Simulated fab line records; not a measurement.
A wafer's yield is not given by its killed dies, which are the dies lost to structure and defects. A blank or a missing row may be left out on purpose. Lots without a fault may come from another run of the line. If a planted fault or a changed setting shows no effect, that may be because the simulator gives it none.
Which tool is to blame? / flow gf180mcu / 13 lots with 39 wafers sampled at 4 steps, on a route of 602 steps

== WHAT THE GAUGES SHOWED, per wafer ==
GF_TOP_METAL_OVL_MEAS_15.
lot=L511; measured=day 27 20:47; on=overlay-02; TOP_METAL_OVL (nm)=0.6 0.0 -2.7
lot=L514; measured=day 28 22:53; on=overlay-01; TOP_METAL_OVL (nm)=0.2 -1.9 -1.2
lot=L515; measured=day 29 02:59; on=overlay-02; TOP_METAL_OVL (nm)=1.3 -0.4 -0.2
lot=L516; measured=day 29 15:44; on=overlay-02; TOP_METAL_OVL (nm)=-1.7 -0.9 -0.8
lot=L517; measured=day 30 01:54; on=overlay-02; TOP_METAL_OVL (nm)=-2.3 -0.7 -1.7
lot=L519; measured=day 31 01:26; on=overlay-02; TOP_METAL_OVL (nm)=0.5 0.7 0.8
lot=L520; measured=day 31 03:47; on=overlay-02; TOP_METAL_OVL (nm)=-1.2 -2.4 -1.0
lot=L525; measured=day 32 14:17; on=overlay-02; TOP_METAL_OVL (nm)=-2.4 -2.0 -2.3
lot=L527; measured=day 32 22:17; on=overlay-01; TOP_METAL_OVL (nm)=-1.6 -1.6 -1.1
lot=L531; measured=day 33 14:44; on=overlay-02; TOP_METAL_OVL (nm)=-0.1 0.2 0.7
lot=L530; measured=day 33 18:41; on=overlay-02; TOP_METAL_OVL (nm)=-1.1 -1.2 -0.8
lot=L532; measured=day 33 20:07; on=overlay-01; TOP_METAL_OVL (nm)=-1.8 -0.5 -2.6
lot=L533; measured=day 33 22:52; on=overlay-02; TOP_METAL_OVL (nm)=-1.5 -1.3 -0.8

== WHICH TOOL RAN EACH LOT (tool, then ch and the chambers of the sampled wafers, then the start) ==
lot=L511; GF_HV_LDD_STRIP_37=plasma asher-03 ch 0, day 11 11:59; GF_V5_ETCH_16=rie diel-02 ch 0,2,3, day 26 22:41; GF_V5_SPUTTER_22=pvd sputter-03, day 26 23:26
lot=L514; GF_HV_LDD_STRIP_37=plasma asher-03 ch 0,1, day 12 11:59; GF_V5_ETCH_16=rie diel-02 ch 0,2,3, day 28 02:32; GF_V5_SPUTTER_22=pvd sputter-02, day 28 03:17
lot=L515; GF_HV_LDD_STRIP_37=plasma asher-04 ch 0,1, day 12 18:59; GF_V5_ETCH_16=rie diel-01 ch 0,1, day 28 06:41; GF_V5_SPUTTER_22=pvd sputter-03, day 28 07:28
lot=L516; GF_HV_LDD_STRIP_37=plasma asher-02 ch 1, day 13 05:32; GF_V5_ETCH_16=rie diel-04 ch 0,2, day 28 19:25; GF_V5_SPUTTER_22=pvd sputter-03, day 28 20:10
lot=L517; GF_HV_LDD_STRIP_37=plasma asher-04 ch 0,1, day 13 17:53; GF_V5_ETCH_16=rie diel-01 ch 2,3, day 29 05:53; GF_V5_SPUTTER_22=pvd sputter-01, day 29 06:38
lot=L519; GF_HV_LDD_STRIP_37=plasma asher-04 ch 0, day 14 13:08; GF_V5_ETCH_16=rie diel-01 ch 0,1, day 30 05:44; GF_V5_SPUTTER_22=pvd sputter-02, day 30 06:29
lot=L520; GF_HV_LDD_STRIP_37=plasma asher-03 ch 0,1, day 14 20:38; GF_V5_ETCH_16=rie diel-01 ch 0,2,3, day 30 08:41; GF_V5_SPUTTER_22=pvd sputter-03, day 30 09:26
lot=L525; GF_HV_LDD_STRIP_37=plasma asher-03 ch 0,1, day 16 14:56; GF_V5_ETCH_16=rie diel-01 ch 0,1,2, day 31 20:23; GF_V5_SPUTTER_22=pvd sputter-02, day 31 21:08
lot=L527; GF_HV_LDD_STRIP_37=plasma asher-02 ch 0,1, day 17 00:13; GF_V5_ETCH_16=rie diel-01 ch 0,1,2, day 32 03:43; GF_V5_SPUTTER_22=pvd sputter-03, day 32 04:28
lot=L531; GF_HV_LDD_STRIP_37=plasma asher-03 ch 0,1, day 18 00:50; GF_V5_ETCH_16=rie diel-04 ch 1,2,3, day 32 21:29; GF_V5_SPUTTER_22=pvd sputter-03, day 32 22:16
lot=L530; GF_HV_LDD_STRIP_37=plasma asher-03 ch 0,1, day 18 02:28; GF_V5_ETCH_16=rie diel-02 ch 0,1,3, day 33 00:41; GF_V5_SPUTTER_22=pvd sputter-01, day 33 01:26
lot=L532; GF_HV_LDD_STRIP_37=plasma asher-02 ch 0,1, day 18 07:46; GF_V5_ETCH_16=rie diel-02 ch 0,1,3, day 33 01:50; GF_V5_SPUTTER_22=pvd sputter-01, day 33 02:35
lot=L533; GF_HV_LDD_STRIP_37=plasma asher-03 ch 0,1, day 18 14:25; GF_V5_ETCH_16=rie diel-02 ch 1,2,3, day 33 05:38; GF_V5_SPUTTER_22=pvd sputter-02, day 33 06:23
- GF_HV_LDD_STRIP_37: strips in O2/N2.
- GF_V5_ETCH_16: etches BARC in N2/H2.
- GF_V5_SPUTTER_22: material TiN, target thk 10 nm, time 40 s.

== WHAT THE TOOLS THEMSELVES READ (means of the sampled wafers that have a number; where no wafer has one, the mark that the record gives instead) ==
GF_HV_LDD_STRIP_37.
lot=L511; tool=plasma asher-03; drypump motor current A (A)=5.21; heater power w (W)=356; oes product au (a.u.)=0.715; strip time to endpoint s (s)=12.69
lot=L514; tool=plasma asher-03; drypump motor current A (A)=5.45; heater power w (W)=327; oes product au (a.u.)=0.717; strip time to endpoint s (s)=12.64
lot=L515; tool=plasma asher-04; drypump motor current A (A)=5.51; heater power w (W)=300; oes product au (a.u.)=0.714; strip time to endpoint s (s)=12.65
lot=L516; tool=plasma asher-02; drypump motor current A (A)=5.35; heater power w (W)=313; oes product au (a.u.)=0.713; strip time to endpoint s (s)=12.64
lot=L517; tool=plasma asher-04; drypump motor current A (A)=5.50; heater power w (W)=299; oes product au (a.u.)=0.719; strip time to endpoint s (s)=12.66
lot=L519; tool=plasma asher-04; drypump motor current A (A)=5.59; heater power w (W)=276; oes product au (a.u.)=0.718; strip time to endpoint s (s)=12.63
lot=L520; tool=plasma asher-03; drypump motor current A (A)=5.35; heater power w (W)=346; oes product au (a.u.)=0.715; strip time to endpoint s (s)=12.67
lot=L525; tool=plasma asher-03; drypump motor current A (A)=5.46; heater power w (W)=328; oes product au (a.u.)=0.720; strip time to endpoint s (s)=12.57
lot=L527; tool=plasma asher-02; drypump motor current A (A)=5.40; heater power w (W)=337; oes product au (a.u.)=0.716; strip time to endpoint s (s)=12.61
lot=L531; tool=plasma asher-03; drypump motor current A (A)=5.34; heater power w (W)=340; oes product au (a.u.)=0.711; strip time to endpoint s (s)=12.61
lot=L530; tool=plasma asher-03; drypump motor current A (A)=5.46; heater power w (W)=325; oes product au (a.u.)=0.720; strip time to endpoint s (s)=12.66
lot=L532; tool=plasma asher-02; drypump motor current A (A)=5.37; heater power w (W)=326; oes product au (a.u.)=0.713; strip time to endpoint s (s)=12.64
lot=L533; tool=plasma asher-03; drypump motor current A (A)=5.35; heater power w (W)=344; oes product au (a.u.)=0.717; strip time to endpoint s (s)=12.63

GF_V5_ETCH_16.
lot=L511; tool=rie diel-02; drypump motor current A (A)=6.2; oes product au (a.u.)=0.852; throttle valve pct (%)=13.225
lot=L514; tool=rie diel-02; drypump motor current A (A)=6.2; oes product au (a.u.)=0.858; throttle valve pct (%)=13.218
lot=L515; tool=rie diel-01; drypump motor current A (A)=5.4; oes product au (a.u.)=0.853; throttle valve pct (%)=13.229
lot=L516; tool=rie diel-04; drypump motor current A (A)=6.2; oes product au (a.u.)=0.854; throttle valve pct (%)=13.224
lot=L517; tool=rie diel-01; drypump motor current A (A)=5.8; oes product au (a.u.)=0.854; throttle valve pct (%)=13.217
lot=L519; tool=rie diel-01; drypump motor current A (A)=5.8; oes product au (a.u.)=0.848; throttle valve pct (%)=13.235
lot=L520; tool=rie diel-01; drypump motor current A (A)=6.0; oes product au (a.u.)=0.854; throttle valve pct (%)=13.232
lot=L525; tool=rie diel-01; drypump motor current A (A)=5.8; oes product au (a.u.)=0.852; throttle valve pct (%)=13.226
lot=L527; tool=rie diel-01; drypump motor current A (A)=5.8; oes product au (a.u.)=0.859; throttle valve pct (%)=13.224
lot=L531; tool=rie diel-04; drypump motor current A (A)=5.6; oes product au (a.u.)=0.851; throttle valve pct (%)=13.234
lot=L530; tool=rie diel-02; drypump motor current A (A)=6.4; oes product au (a.u.)=0.857; throttle valve pct (%)=13.225
lot=L532; tool=rie diel-02; drypump motor current A (A)=6.4; oes product au (a.u.)=0.855; throttle valve pct (%)=13.226
lot=L533; tool=rie diel-02; drypump motor current A (A)=6.1; oes product au (a.u.)=0.854; throttle valve pct (%)=13.214

GF_V5_SPUTTER_22.
lot=L511; tool=pvd sputter-03; throttle valve pct (%)=28.8
lot=L514; tool=pvd sputter-02; throttle valve pct (%)=30.0
lot=L515; tool=pvd sputter-03; throttle valve pct (%)=27.6
lot=L516; tool=pvd sputter-03; throttle valve pct (%)=30.7
lot=L517; tool=pvd sputter-01; throttle valve pct (%)=29.8
lot=L519; tool=pvd sputter-02; throttle valve pct (%)=29.7
lot=L520; tool=pvd sputter-03; throttle valve pct (%)=30.4
lot=L525; tool=pvd sputter-02; throttle valve pct (%)=29.7
lot=L527; tool=pvd sputter-03; throttle valve pct (%)=29.8
lot=L531; tool=pvd sputter-03; throttle valve pct (%)=30.6
lot=L530; tool=pvd sputter-01; throttle valve pct (%)=29.0
lot=L532; tool=pvd sputter-01; throttle valve pct (%)=29.4
lot=L533; tool=pvd sputter-02; throttle valve pct (%)=29.9

== THE ANSWER, worked out from the rows above alone ==
Rule: usual is defined by the lots themselves. The widest of any qualifying gaps counts: lots, ordered by their means at a reading, are off when they make up no more than a third of the lots, leave a main group of 4 or more, and stand apart from it by 3 or more times the standard deviation of that group's means. A main group whose means are all the same, to the digits that the tables above print for the reading, isn't used. A lot without any number at a reading at which 4 lots or more have one is off too. Any other lot the step has rows for is counted as sound. The gauges are gone through in route order, then the tools' own readings, and for those a lot's mean is taken as printed above. At the first step where some lot is off, the reading lying furthest off is the one used; lots without a number count as furthest.
No lot is off at any reading shown: from this, nothing can be told.

== WHAT THE SIMULATOR PUT IN ==
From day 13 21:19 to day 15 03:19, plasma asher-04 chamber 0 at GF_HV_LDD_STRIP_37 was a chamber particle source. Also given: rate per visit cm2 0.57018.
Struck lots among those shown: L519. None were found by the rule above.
